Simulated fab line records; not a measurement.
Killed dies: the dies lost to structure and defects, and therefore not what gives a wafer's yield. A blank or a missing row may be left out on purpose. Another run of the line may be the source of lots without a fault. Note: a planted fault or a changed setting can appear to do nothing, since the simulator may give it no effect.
One fault through the eyes of 2 desks	flow gf180mcu	every desk sees just its own numbers, and what lay behind them comes last

TOOL OWNER'S DESK, litho_track-02
The tool's own readings at GF_HV_LDD_COAT_41 (resist thk 1000 nm): means of the sampled wafers that have a number, for each lot that ran on this tool. If a lot's mean is further than 4 standard deviations from the usual mean, the lot is out of limits and carries the mark OUT (the distance appears in the brackets).
Columns: A = spin_speed_rpm at GF_HV_LDD_COAT_41, usual 3000.5 rpm
lot	first seen here	A
L804	day 11 23:12	2997.6
L806	day 12 16:13	2999.8
L812	day 14 09:46	3001.0
L815	day 15 16:22	3001.4
L819	day 17 06:57	3002.5
L820	day 17 15:24	2999.8
Finding of this desk: none of the 6 lots has anything out of limits.

METROLOGY DESK
What the gauges read, lot by lot, whatever tool the lot ran on: means of the sampled wafers that have a number. If a lot's mean is further than 4 standard deviations from the usual mean, the lot is out of limits and carries the mark OUT (the distance appears in the brackets).
Columns: A = NWELL_RS at GF_VT_IMPLANT_RS_MEAS_47, usual 487.6 ohm/sq; B = HV_LDD_03_OVL at GF_HV_LDD_OVL_MEAS_47, usual -0.1 nm
lot	first seen here	A	B
L804	day 7 13:28	489.7	0.1
L805	day 7 18:34	488.5	-1.8
L806	day 8 05:14	486.1	1.7
L808	day 8 15:29	485.8	-0.2
L809	day 8 23:06	489.2	1.8
L811	day 9 11:37	487.6	0.4
L812	day 9 16:36	485.5	0.5
L813	day 10 04:37	489.0	-1.8
L814	day 10 10:07	488.2	0.7
L815	day 10 18:27	486.3	-0.8
L819	day 11 20:52	487.0	0.0
L820	day 12 00:46	489.6	-0.3
L826	day 13 18:05	487.1	0.0
Finding of this desk: none of the 13 lots has anything out of limits.

TAKEN TOGETHER
The tool owner's desk saw nothing out of limits.
Metrology desk: nothing out of limits seen.

WHAT THE SIMULATOR HAD PUT IN
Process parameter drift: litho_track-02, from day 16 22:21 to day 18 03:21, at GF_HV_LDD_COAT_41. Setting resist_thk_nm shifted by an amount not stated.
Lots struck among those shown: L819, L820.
